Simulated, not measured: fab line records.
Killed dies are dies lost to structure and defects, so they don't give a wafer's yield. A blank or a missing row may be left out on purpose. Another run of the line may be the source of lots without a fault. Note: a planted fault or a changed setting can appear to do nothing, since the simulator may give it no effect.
The tool behind it: which one? / flow sky130 / 39 wafers from 13 lots sampled at 4 of the route's 708 steps

== WHAT THE GAUGES SHOWED, per wafer ==
SKY_SONOS_TUNNEL_TW_MEAS_12.
lot=L317; measured=day 11 22:08; on=film-metro-01; SONOS_TUNNEL_TW=198.3 198.2 199.4
lot=L318; measured=day 12 04:28; on=film-metro-02; SONOS_TUNNEL_TW=196.4 197.4 197.3
lot=L320; measured=day 13 05:06; on=film-metro-04; SONOS_TUNNEL_TW=195.4 195.0 194.6
lot=L323; measured=day 14 03:20; on=film-metro-04; SONOS_TUNNEL_TW=196.8 196.7 195.4
lot=L324; measured=day 14 07:56; on=film-metro-04; SONOS_TUNNEL_TW=195.8 196.2 197.1
lot=L325; measured=day 15 02:28; on=film-metro-02; SONOS_TUNNEL_TW=196.7 196.0 195.5
lot=L326; measured=day 15 04:04; on=film-metro-01; SONOS_TUNNEL_TW=199.8 198.5 198.3
lot=L331; measured=day 16 17:21; on=film-metro-01; SONOS_TUNNEL_TW=198.6 198.1 198.7
lot=L332; measured=day 17 05:41; on=film-metro-02; SONOS_TUNNEL_TW=196.8 196.3 196.9
lot=L333; measured=day 17 10:52; on=film-metro-01; SONOS_TUNNEL_TW=198.2 197.6 197.4
lot=L334; measured=day 17 23:14; on=film-metro-02; SONOS_TUNNEL_TW=196.3 196.0 196.0
lot=L335; measured=day 18 05:45; on=film-metro-02; SONOS_TUNNEL_TW=198.7 198.3 199.4
lot=L338; measured=day 19 00:53; on=film-metro-04; SONOS_TUNNEL_TW=194.9 195.2 194.2

SKY_GATE_OXIDE_TW_MEAS_14.
lot=L317; measured=day 14 11:45; on=film-metro-02; GATE_OXIDE_TW=224.6 223.4 223.6
lot=L318; measured=day 14 18:05; on=film-metro-03; GATE_OXIDE_TW=222.9 223.8 223.1
lot=L320; measured=day 15 19:44; on=film-metro-04; GATE_OXIDE_TW=221.9 221.4 221.9
lot=L323; measured=day 16 19:59; on=film-metro-02; GATE_OXIDE_TW=222.8 223.9 223.5
lot=L324; measured=day 16 22:57; on=film-metro-03; GATE_OXIDE_TW=222.9 223.3 222.0
lot=L325; measured=day 17 17:16; on=film-metro-02; GATE_OXIDE_TW=223.7 222.5 222.8
lot=L326; measured=day 17 21:31; on=film-metro-03; GATE_OXIDE_TW=224.1 223.7 221.8
lot=L331; measured=day 19 12:20; on=film-metro-04; GATE_OXIDE_TW=220.5 220.5 221.1
lot=L332; measured=day 20 01:31; on=film-metro-02; GATE_OXIDE_TW=222.6 221.6 223.6
lot=L333; measured=day 20 06:24; on=film-metro-04; GATE_OXIDE_TW=222.8 223.7 222.8
lot=L334; measured=day 20 20:12; on=film-metro-03; GATE_OXIDE_TW=222.3 222.8 222.9
lot=L335; measured=day 21 01:16; on=film-metro-03; GATE_OXIDE_TW=225.3 226.4 223.8
lot=L338; measured=day 21 23:33; on=film-metro-02; GATE_OXIDE_TW=223.0 224.9 223.7

== EACH LOT AND THE TOOL THAT RAN IT (in order: tool; ch and the chambers of the sampled wafers; start) ==
lot=L317; SKY_DNWELL_STRIP_08=plasma-asher-04 ch 0,1, day 3 14:40; SKY_NWELL_IMPLANT_24=implanter-04 ch 0, day 5 17:38
lot=L318; SKY_DNWELL_STRIP_08=plasma-asher-04 ch 0,1, day 3 18:04; SKY_NWELL_IMPLANT_24=implanter-01 ch 0, day 5 21:53
lot=L320; SKY_DNWELL_STRIP_08=plasma-asher-01 ch 0,1, day 4 11:31; SKY_NWELL_IMPLANT_24=implanter-04 ch 0, day 6 15:55
lot=L323; SKY_DNWELL_STRIP_08=plasma-asher-01 ch 0,1, day 5 01:37; SKY_NWELL_IMPLANT_24=implanter-01 ch 0, day 7 09:14
lot=L324; SKY_DNWELL_STRIP_08=plasma-asher-02 ch 1, day 5 06:34; SKY_NWELL_IMPLANT_24=implanter-03 ch 0, day 7 14:39
lot=L325; SKY_DNWELL_STRIP_08=plasma-asher-02 ch 0, day 5 17:25; SKY_NWELL_IMPLANT_24=implanter-04 ch 0, day 8 04:25
lot=L326; SKY_DNWELL_STRIP_08=plasma-asher-01 ch 0,1, day 5 19:51; SKY_NWELL_IMPLANT_24=implanter-01 ch 0, day 8 06:16
lot=L331; SKY_DNWELL_STRIP_08=plasma-asher-02 ch 0, day 6 20:13; SKY_NWELL_IMPLANT_24=implanter-01 ch 0, day 9 09:11
lot=L332; SKY_DNWELL_STRIP_08=plasma-asher-04 ch 0,1, day 7 03:46; SKY_NWELL_IMPLANT_24=implanter-01 ch 0, day 9 18:19
lot=L333; SKY_DNWELL_STRIP_08=plasma-asher-04 ch 0,1, day 7 07:08; SKY_NWELL_IMPLANT_24=implanter-01 ch 0, day 9 21:46
lot=L334; SKY_DNWELL_STRIP_08=plasma-asher-04 ch 0,1, day 7 15:49; SKY_NWELL_IMPLANT_24=implanter-04 ch 0, day 10 06:55
lot=L335; SKY_DNWELL_STRIP_08=plasma-asher-04 ch 0,1, day 7 20:18; SKY_NWELL_IMPLANT_24=implanter-01 ch 0, day 10 12:36
lot=L338; SKY_DNWELL_STRIP_08=plasma-asher-04 ch 1, day 8 08:43; SKY_NWELL_IMPLANT_24=implanter-04 ch 0, day 11 05:08
- SKY_DNWELL_STRIP_08: strips in O2/N2.
- SKY_NWELL_IMPLANT_24

== WHAT THE TOOLS THEMSELVES READ (means of the sampled wafers that have a number; where no wafer has one, the mark that the record gives instead) ==
SKY_DNWELL_STRIP_08.
lot=L317; tool=plasma-asher-04; drypump-motor-current-A (A)=5.7; oes-product-au (a.u.)=0.724; strip-time-to-endpoint-s (s)=36.96
lot=L318; tool=plasma-asher-04; drypump-motor-current-A (A)=5.7; oes-product-au (a.u.)=0.718; strip-time-to-endpoint-s (s)=36.89
lot=L320; tool=plasma-asher-01; drypump-motor-current-A (A)=6.2; oes-product-au (a.u.)=0.721; strip-time-to-endpoint-s (s)=36.91
lot=L323; tool=plasma-asher-01; drypump-motor-current-A (A)=6.2; oes-product-au (a.u.)=0.721; strip-time-to-endpoint-s (s)=36.88
lot=L324; tool=plasma-asher-02; drypump-motor-current-A (A)=6.4; oes-product-au (a.u.)=0.724; strip-time-to-endpoint-s (s)=37.01
lot=L325; tool=plasma-asher-02; drypump-motor-current-A (A)=6.6; oes-product-au (a.u.)=0.722; strip-time-to-endpoint-s (s)=36.94
lot=L326; tool=plasma-asher-01; drypump-motor-current-A (A)=6.2; oes-product-au (a.u.)=0.720; strip-time-to-endpoint-s (s)=36.91
lot=L331; tool=plasma-asher-02; drypump-motor-current-A (A)=6.6; oes-product-au (a.u.)=0.718; strip-time-to-endpoint-s (s)=36.94
lot=L332; tool=plasma-asher-04; drypump-motor-current-A (A)=5.7; oes-product-au (a.u.)=0.719; strip-time-to-endpoint-s (s)=37.11
lot=L333; tool=plasma-asher-04; drypump-motor-current-A (A)=5.7; oes-product-au (a.u.)=0.725; strip-time-to-endpoint-s (s)=36.73
lot=L334; tool=plasma-asher-04; drypump-motor-current-A (A)=5.9; oes-product-au (a.u.)=0.725; strip-time-to-endpoint-s (s)=37.03
lot=L335; tool=plasma-asher-04; drypump-motor-current-A (A)=5.9; oes-product-au (a.u.)=0.722; strip-time-to-endpoint-s (s)=36.78
lot=L338; tool=plasma-asher-04; drypump-motor-current-A (A)=6.0; oes-product-au (a.u.)=0.718; strip-time-to-endpoint-s (s)=36.85

SKY_NWELL_IMPLANT_24.
lot=L317 tool=implanter-04 beam-energy-keV=139.99 dose-ions-cm2=9.2e+12
lot=L318 tool=implanter-01 beam-energy-keV=139.96 dose-ions-cm2=9.2e+12
lot=L320 tool=implanter-04 beam-energy-keV=140.06 dose-ions-cm2=9.2e+12
lot=L323 tool=implanter-01 beam-energy-keV=140.00 dose-ions-cm2=9.2e+12
lot=L324 tool=implanter-03 beam-energy-keV=140.02 dose-ions-cm2=9.2e+12
lot=L325 tool=implanter-04 beam-energy-keV=139.96 dose-ions-cm2=9.2e+12
lot=L326 tool=implanter-01 beam-energy-keV=140.01 dose-ions-cm2=9.2e+12
lot=L331 tool=implanter-01 beam-energy-keV=139.99 dose-ions-cm2=9.2e+12
lot=L332 tool=implanter-01 beam-energy-keV=129.02 dose-ions-cm2=9.2e+12
lot=L333 tool=implanter-01 beam-energy-keV=129.08 dose-ions-cm2=9.2e+12
lot=L334 tool=implanter-04 beam-energy-keV=139.98 dose-ions-cm2=9.2e+12
lot=L335 tool=implanter-01 beam-energy-keV=129.04 dose-ions-cm2=9.2e+12
lot=L338 tool=implanter-04 beam-energy-keV=139.98 dose-ions-cm2=9.2e+12

== THE ANSWER, worked out from the rows above alone ==
Rule: the usual values come from the lots themselves. The widest of any qualifying gaps counts: lots, ordered by their means at a reading, are off when they make up no more than a third of the lots, leave a main group of 4 or more, and stand apart from it by 3 or more times the standard deviation of that group's means. A main group is skipped when, at the precision printed for the reading in the tables above, its means are all equal. A lot without any number at a reading at which 4 lots or more have one is off too. Any other lot the step has rows for is counted as sound. After the gauges, taken in route order, come the tools' own readings; for these a lot's mean is taken, as printed above. The first step at which some lot is off is used, and at that step the reading that is off furthest; a lot without a number counts as furthest.
Off: L332, L333, L335 (SKY_NWELL_IMPLANT_24, beam-energy-keV). For the main group the mean is 140.00 and the standard deviation 0.028.
If a tool, at that step or one of the process steps before it, ran each lot that is off and ran no sound lot following the first of them, it fits. One candidate fits, namely implanter-01 at SKY_NWELL_IMPLANT_24. A fault onset in the window from L331 (day 9 09:11, its last sound lot) to L332 (day 9 18:19, its first lot off) fits.
On the lots that are off, the tool's own readings at SKY_NWELL_IMPLANT_24 differ by more than 5 times the standard deviation of the sound lots' means, which bears it out; beam-energy-keV reads 129.05 there versus 140.00 on the sound lots.

== WHAT WAS PUT IN BY THE SIMULATOR ==
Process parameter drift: implanter-01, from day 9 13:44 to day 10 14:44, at SKY_NWELL_IMPLANT_24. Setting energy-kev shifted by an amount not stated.
Shown lots that were struck: L332, L333, L335. The same result came from the rule above.
